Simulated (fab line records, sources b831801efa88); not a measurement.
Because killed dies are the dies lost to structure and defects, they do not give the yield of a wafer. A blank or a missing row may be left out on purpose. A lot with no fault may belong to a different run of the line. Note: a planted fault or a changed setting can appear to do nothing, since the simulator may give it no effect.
fab line records	flow sky130
record: lots: 6	wafers: 18	last_day: 50
route steps=708 shown LDD_HVP@279 LDD_LDN@289
lots that met no fault: from a run of the same line without faults
start_h: hours from the record's opening day to when the first of the lot's shown wafers began	wait_h: hours from the lot's prior step to this one	" as in the row above	L1.1+2: a single row standing in for several wafers	- no value, or no start given	* or withheld: withheld	< > ~ a bound
route shown NAME@n: NAME is a module with steps in the file, n the number in the route of the first one	usual: average and standard deviation across the fault-free wafers	same: alike in all rows	chamber/n: place in a boat	sites: per-site readings	_std_site: how widely they spread, as a standard deviation	_edge_site: outer sites' mean less inner sites'	radius_mm: how far each site lies from the wafer's centre	mask NAME#n: copy n	behind: tool/chamber where the wafer was last shaped	hold: the reason the lot was held/the length of the hold in hours/how it ended	device: the transistor (n, p or np) that didn't switch	end of line: tests of these same wafers at the route's end	a step given without rows: its recipe and nothing more	killed: count of dies lost to structure and defects at first sort (not the wafer's yield)	map: a wafer's dies, x killed, . not, _ none there
set.NAME: the setting as run; set.NAME@STEP: as run at that earlier step	model.NAME: the simulator's own value behind a step, which no gauge read
lots seen at some steps along the route; tables by step, rows by wafer
services: from which hour (start_h, from the record's first day; less than 0 if before it) a tool's chamber was out of use, for how many hours, and why
== steps ==
step: SKY_LDD_HVP_HMDS_01
recipe: prime_time_s: 60	prime_temp_c: 120
step: SKY_LDD_HVP_COAT_02
recipe: resist: NOVOLAK	spin_rpm: 3000	resist_thk_nm: 300
step: SKY_LDD_HVP_SOFTBAKE_03
recipe: temp_c: 90	time_s: 60	resist: NOVOLAK
step: SKY_LDD_HVP_EXPOSE_04
recipe: mask_id: HVPTM	na: 0.6	source_shape: conventional	sigma_outer: 0.6	polarization: unpolarized	target_cd_nm: 700	dose_mj: 86
step: SKY_LDD_HVP_PEB_05
recipe: temp_c: withheld	time_s: *	resist: NOVOLAK
step: SKY_LDD_HVP_DEVELOP_06
recipe: resist: NOVOLAK	developer: TMAH	develop_time_s: 60	dev_temp_c: 23
step: SKY_LDD_HVP_OVL_MEAS_07
usual: LDD_HVP_OVL: -0.1/1.3
lot.wafer	tool	chamber	start_h	wait_h	LDD_HVP_OVL[nm]
L451.1	overlay-01	-	505.95	0.1	-3.1
L451.5	"	-	"	"	0.5
L451.6	"	-	"	"	-0.5
L458.1	overlay-01	-	574.18	0.1	0.1
L458.4	"	-	"	"	1.5
L458.6	"	-	"	"	1.0
L460.2	overlay-02	-	598.53	0.1	-0.6
L460.4	"	-	"	"	1.4
L460.6	"	-	"	"	0.5
L463.2	overlay-01	-	615.41	0.1	1.3
L463.4	"	-	"	"	-0.8
L463.5	"	-	"	"	0.3
L464.1	overlay-01	-	633.23	0.1	-0.7
L464.5	"	-	"	"	-0.8
L464.6	"	-	"	"	-1.3
L472.2	overlay-02	-	684.16	0.1	-0.4
L472.3	"	-	"	"	-0.4
L472.4	"	-	"	"	-2.5
step: SKY_LDD_HVP_IMPLANT_08
recipe: species: B	energy_kev: 20.25	dose_cm2: 1.7e+13	tilt_deg: 17.9
step: SKY_LDD_HVP_STRIP_09
recipe: chemistry: O2/N2	power_w: 1400	pressure_mtorr: 1500	platen_temp_c: withheld	o2_flow_sccm: 3000	n2_flow_sccm: 300	overash_fraction: 0.5
usual: chamber_pressure_mTorr: 1500.1/1.3	drypump_motor_current_A: 5.8/0.33	oes_product_au: 0.408/0.0049	strip_time_to_endpoint_s: 4.133/0.014
same: overash_fraction: 0.5
lot.wafer	tool	chamber	start_h	wait_h	chamber_pressure_mTorr	drypump_motor_current_A	oes_product_au	rf_hours_counter_h	strip_time_to_endpoint_s
L451.1	plasma_asher-01	1	506.13	0.1	1498.6	5.4	0.412	79	4.112
L451.5	"	0	"	"	1501.8	6.3	0.409	-	4.132
L451.6	"	1	"	"	1497.7	5.4	0.410	-	4.104
L458.1	plasma_asher-04	1	574.36	0.1	1499.8	5.7	0.408	38	4.124
L458.4	"	0	"	"	1501.3	6.0	0.411	-	4.123
L458.6	"	1	"	"	1500.5	5.7	0.404	-	4.120
L460.2	plasma_asher-01	1	598.71	0.1	1500.4	5.4	0.409	87	4.138
L460.4	"	1	"	"	1500.5	5.4	0.408	-	4.131
L460.6	"	0	"	"	1498.5	6.3	0.414	-	4.161
L463.2	plasma_asher-01	1	615.59	0.1	1499.6	5.4	0.413	89	4.127
L463.4	"	1	"	"	1500.0	5.4	0.412	-	4.132
L463.5	"	0	"	"	1498.3	6.4	0.417	-	4.160
L464.1	plasma_asher-01	0	633.41	0.1	1500.2	6.3	0.403	90	4.117
L464.5	"	0	"	"	1498.8	6.4	0.419	-	4.123
L464.6	"	1	"	"	1501.3	5.4	0.416	-	4.121
L472.2	plasma_asher-01	1	684.34	0.1	1499.3	5.4	0.410	95	4.133
L472.3	"	0	"	"	1500.0	6.3	0.415	-	4.124
L472.4	"	1	"	"	1501.1	5.4	0.408	-	4.146
step: SKY_LDD_HVP_TW_MEAS_10
usual: LDD_HVP_TW: 461/5.7
lot.wafer	tool	chamber	start_h	wait_h	LDD_HVP_TW
L451.1	film_metro-04	-	506.23	0.1	466
L451.5	"	-	"	"	466
L451.6	"	-	"	"	463
L458.1	film_metro-03	-	574.46	0.1	462
L458.4	"	-	"	"	464
L458.6	"	-	"	"	464
L460.2	film_metro-03	-	598.82	0.1	462
L460.4	"	-	"	"	460
L460.6	"	-	"	"	462
L463.2	film_metro-04	-	615.70	0.1	468
L463.4	"	-	"	"	466
L463.5	"	-	"	"	466
L464.1	film_metro-03	-	633.51	0.1	464
L464.5	"	-	"	"	464
L464.6	"	-	"	"	464
L472.2	film_metro-04	-	684.45	0.1	464
L472.3	"	-	"	"	463
L472.4	"	-	"	"	462
step: SKY_LDD_LDN_DEHYDRATE_00
recipe: temp_c: 200	time_s: 60
step: SKY_LDD_LDN_HMDS_01
recipe: prime_time_s: 60	prime_temp_c: 120
step: SKY_LDD_LDN_COAT_02
recipe: resist: NOVOLAK	spin_rpm: 3000	resist_thk_nm: 1140
usual: chill_plate_temp_C: 23.00/0.12
lot.wafer	tool	chamber	start_h	wait_h	chill_plate_temp_C	model.NOVOLAK_of_LDD_LDN_COAT_02.thk_nm
L451.1	litho_track-02	0	521.33	0.1	23.06	1148
L451.5	"	0	"	"	22.82	1146
L451.6	"	0	"	"	22.89	1144
L458.1	litho_track-01	0	589.50	0.1	22.99	1141
L458.4	"	0	"	"	22.88	1136
L458.6	"	0	"	"	23.03	1137
L460.2	litho_track-02	0	614.10	0.1	22.98	1142
L460.4	"	0	"	"	22.93	1139
L460.6	"	0	"	"	22.96	1138
L463.2	litho_track-01	0	630.47	0.1	23.06	397.9
L463.4	"	0	"	"	22.92	397.9
L463.5	"	0	"	"	23.11	397.9
L464.1	litho_track-01	0	647.65	0.1	22.98	398.4
L464.5	"	0	"	"	23.01	398.4
L464.6	"	0	"	"	23.06	399.5
L472.2	litho_track-02	0	698.16	0.1	22.79	1136
L472.3	"	0	"	"	22.82	1141
L472.4	"	0	"	"	22.91	1142
step: SKY_LDD_LDN_SOFTBAKE_03
recipe: temp_c: 90	time_s: 60	resist: NOVOLAK
step: SKY_LDD_LDN_EXPOSE_04
recipe: mask_id: LDNTM	na: 0.6	source_shape: conventional	sigma_outer: 0.6	polarization: unpolarized	target_cd_nm: 700	dose_mj: 140
step: SKY_LDD_LDN_PEB_05
recipe: temp_c: withheld	time_s: *	resist: NOVOLAK
step: SKY_LDD_LDN_DEVELOP_06
recipe: resist: NOVOLAK	developer: TMAH	develop_time_s: 60	dev_temp_c: 23
usual: chill_plate_temp_C: 22.99/0.11
lot.wafer	tool	chamber	start_h	wait_h	chill_plate_temp_C	model.NOVOLAK_of_LDD_LDN_COAT_02.thk_nm
L451.1	litho_track-04	0	536.08	0.1	23.08	1148
L451.5	"	0	"	"	23.12	1146
L451.6	"	0	"	"	23.11	1143
L458.1	litho_track-02	0	604.13	0.1	23.00	1140
L458.4	"	0	"	"	22.94	1135
L458.6	"	0	"	"	22.99	1137
L460.2	litho_track-01	0	628.82	0.1	22.99	1142
L460.4	"	0	"	"	23.00	1139
L460.6	"	0	"	"	23.03	1138
L463.2	litho_track-02	0	644.85	0.1	22.89	397.5
L463.4	"	0	"	"	23.04	397.5
L463.5	"	0	"	"	22.94	397.5
L464.1	litho_track-01	0	661.95	0.1	23.01	398
L464.5	"	0	"	"	22.95	398
L464.6	"	0	"	"	23.33	399.1
L472.2	litho_track-02	0	711.96	0.1	23.17	1136
L472.3	"	0	"	"	23.05	1141
L472.4	"	0	"	"	22.89	1141
step: SKY_LDD_LDN_OVL_MEAS_07
usual: LDD_LDN_OVL: 0.4/1.3
lot.wafer	tool	chamber	start_h	wait_h	LDD_LDN_OVL[nm]
L451.1	overlay-01	-	536.23	0.1	-3.2
L451.5	"	-	"	"	-2.6
L451.6	"	-	"	"	-2.3
L458.1	overlay-01	-	604.28	0.1	-2.1
L458.4	"	-	"	"	0.4
L458.6	"	-	"	"	0.9
L460.2	overlay-02	-	628.95	0.1	-1.3
L460.4	"	-	"	"	1.4
L460.6	"	-	"	"	0.1
L463.2	overlay-02	-	644.99	0.1	1.3
L463.4	"	-	"	"	0.9
L463.5	"	-	"	"	0.3
L464.1	overlay-01	-	662.10	0.1	-1.2
L464.5	"	-	"	"	0.5
L464.6	"	-	"	"	0.2
L472.2	overlay-02	-	712.09	0.1	2.2
L472.3	"	-	"	"	2.7
L472.4	"	-	"	"	1.2
step: SKY_LDD_LDN_IMPLANT_08
recipe: species: As	energy_kev: 15	dose_cm2: 1.25e+13	tilt_deg: withheld	rotation_deg: 23
step: SKY_LDD_LDN_IMPLANT_09
recipe: species: As	energy_kev: 15	dose_cm2: 1.25e+13	tilt_deg: withheld	rotation_deg: 113
step: SKY_LDD_LDN_IMPLANT_10
recipe: species: As	energy_kev: 15	dose_cm2: 1.25e+13	tilt_deg: withheld	rotation_deg: 203
step: SKY_LDD_LDN_IMPLANT_11
recipe: species: As	energy_kev: 15	dose_cm2: 1.25e+13	tilt_deg: withheld	rotation_deg: 293
step: SKY_LDD_LDN_STRIP_12
recipe: chemistry: O2/N2	power_w: 1400	pressure_mtorr: 1500	platen_temp_c: withheld	o2_flow_sccm: 3000	n2_flow_sccm: 300	overash_fraction: 0.5
usual: chamber_pressure_mTorr: 1499.9/1.4	drypump_motor_current_A: 5.7/0.34	oes_product_au: 0.715/0.0043	strip_time_to_endpoint_s: 14.17/0.042
same: overash_fraction: 0.5
lot.wafer	tool	chamber	start_h	wait_h	chamber_pressure_mTorr	drypump_motor_current_A	oes_product_au	rf_hours_counter_h	strip_time_to_endpoint_s
L451.1	plasma_asher-02	0	536.86	0.1	1500.9	5.6	0.712	10	14.27
L451.5	"	1	"	"	1499.2	5.8	0.722	-	14.26
L451.6	"	0	"	"	1498.9	5.6	0.711	-	14.22
L458.1	plasma_asher-04	1	604.92	0.1	1500.7	5.7	0.725	42	14.17
L458.4	"	1	"	"	1496.0	5.6	0.711	-	14.14
L458.6	"	0	"	"	1500.7	6.0	0.708	-	14.14
L460.2	plasma_asher-02	1	629.58	0.1	1498.9	5.8	0.708	20	14.19
L460.4	"	0	"	"	1499.5	5.6	0.717	-	14.16
L460.6	"	0	"	"	1499.9	5.6	0.716	-	14.16
L463.2	plasma_asher-02	1	645.62	0.1	1498.2	5.8	0.452	21	5.39
L463.4	"	0	"	"	1499.8	5.6	0.462	-	5.38
L463.5	"	1	"	"	1499.2	5.8	0.463	-	5.39
L464.1	plasma_asher-04	1	662.73	0.1	1498.8	5.7	0.461	47	5.39
L464.5	"	0	"	"	1502.1	6.0	0.457	-	5.42
L464.6	"	1	"	"	1498.9	5.7	0.463	-	5.40
L472.2	plasma_asher-04	1	712.72	0.1	1498.7	5.7	0.703	52	14.14
L472.3	"	0	"	"	1499.8	6.0	0.717	-	14.20
L472.4	"	1	"	"	1498.1	5.7	0.715	-	14.19
step: SKY_LDD_LDN_TW_MEAS_13
usual: LDD_LDN_TW: 1471/20
lot.wafer	tool	chamber	start_h	wait_h	LDD_LDN_TW
L451.1	film_metro-03	-	536.96	0.1	1498
L451.5	"	-	"	"	1502
L451.6	"	-	"	"	1496
L458.1	film_metro-01	-	605.02	0.1	1461
L458.4	"	-	"	"	1459
L458.6	"	-	"	"	1453
L460.2	film_metro-02	-	629.69	0.1	1451
L460.4	"	-	"	"	1440
L460.6	"	-	"	"	1445
L463.2	film_metro-01	-	645.73	0.1	1460
L463.4	"	-	"	"	1468
L463.5	"	-	"	"	1467
L464.1	film_metro-01	-	662.83	0.1	1460
L464.5	"	-	"	"	1458
L464.6	"	-	"	"	1467
L472.2	film_metro-03	-	712.83	0.1	1501
L472.3	"	-	"	"	1494
L472.4	"	-	"	"	1491
== services ==
tool	chamber	start_h	hours	kind
litho_track-01	-	545.01	-	consumable_replace:filter
litho_track-02	-	552.41	-	consumable_replace:filter
plasma_asher-01	-	573.90	4.4	repair
plasma_asher-01	-	587.94	4.5	repair
plasma_asher-01	-	710.02	0.7	repair
== key ==
first_sign: step: SKY_LDD_LDN_STRIP_12	reading: strip_time_to_endpoint_s	direction: down	sigmas: 99+	usual: *	struck: *
effect: step: SKY_LDD_LDN_STRIP_12	reading: oes_product_au	direction: down	sigmas: 60	usual: 0.715	struck: 0.460
model_effect: step: SKY_LDD_LDN_COAT_02	value: NOVOLAK_of_LDD_LDN_COAT_02.thk_nm	without: 1137	struck: 398.3
model_effect: step: SKY_LDD_LDN_DEVELOP_06	value: NOVOLAK_of_LDD_LDN_COAT_02.thk_nm	without: 1137	struck: 397.9
met_at SKY_LDD_LDN_COAT_02
struck_wafers L463.2,L463.4,L463.5,L464.1,L464.5,L464.6
sort_left_out L463.2,L463.4,L463.5,L464.1,L464.5,L464.6
tester_left_out L463,L464
onset_between 589.50 630.47
fault: kind: process_parameter_drift	tool: litho_track-01	chamber: -	onset_h: 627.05	steps: SKY_LDD_LDN_COAT_02	channel: resist_thk_nm	offset: -740.8	shape: step	end_h: 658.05	acts_in: these_recipes_only	stated: 1140
tester_left_out: of these lots the tester's yield and bins aren't shown, on N5 and GAA mostly nor the transistor test; their killed dies are dies lost to structure and defects alone, not to doping, threshold or leakage, so they don't give the yield
sort_left_out: the simulated sort isn't trusted on such a fault, so these wafers' sort isn't shown, and their yield isn't known
